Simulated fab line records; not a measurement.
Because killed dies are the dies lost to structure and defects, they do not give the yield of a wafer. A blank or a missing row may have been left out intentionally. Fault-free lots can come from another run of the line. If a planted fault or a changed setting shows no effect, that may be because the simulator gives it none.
Which tool is to blame? | flow sky130 | 6 lots with 18 wafers sampled at 2 steps, on a route of 708 steps

== WHAT THE GAUGES READ, wafer by wafer ==
SKY_LDD_LDN_TW_MEAS_13.
lot  | measured     | on            | LDD_LDN_TW
L155 | day 23 13:51 | film_metro-04 | 1501 1489 1501
L159 | day 25 06:23 | film_metro-04 | 1594 1602 1587
L162 | day 26 05:51 | film_metro-04 | 1509 1501 1504
L168 | day 28 02:07 | film_metro-01 | 1572 1579 1575
L173 | day 29 14:15 | film_metro-03 | 1478 1476 1485
L176 | day 30 14:26 | film_metro-01 | 1481 1480 1478

== WHAT TOOL EACH LOT RAN ON (gives the tool, then ch and the chambers of the sampled wafers, and finally the start) ==
lot  | SKY_LDD_LDN_IMPLANT_11
L155 | implanter-02 ch 0, day 23 13:37
L159 | implanter-02 ch 0, day 25 05:49
L162 | implanter-02 ch 0, day 26 05:36
L168 | implanter-01 ch 0, day 28 01:31
L173 | implanter-02 ch 0, day 29 14:01
L176 | implanter-01 ch 0, day 30 14:13
- SKY_LDD_LDN_IMPLANT_11

== THE ANSWER, worked out from the rows above alone ==
Rule: the usual values come from the lots themselves. Put in order of their means at a reading, lots are off if they are a third of the lots or fewer, leave a main group of 4 or more, and stand apart from it by a gap of 3 or more times the standard deviation of the main group's means; of several such gaps the widest counts. If all means in a main group match to the digits the tables above print for the reading, that group is not used. A lot without any number at a reading at which 4 lots or more have one is off too. Where the step has rows for the other lots, those lots are counted as sound.
Off: at SKY_LDD_LDN_TW_MEAS_13 (LDD_LDN_TW), L159, L168. The main group: mean 1490, standard deviation 11.
A tool fits if, at a process step before that reading, it ran every lot that is off, and no sound lot after the first of them. Gauges at SKY_LDD_LDN_TW_MEAS_13: tried the same way as those tools. None of those tried fits.

== WHAT THE SIMULATOR PUT IN ==
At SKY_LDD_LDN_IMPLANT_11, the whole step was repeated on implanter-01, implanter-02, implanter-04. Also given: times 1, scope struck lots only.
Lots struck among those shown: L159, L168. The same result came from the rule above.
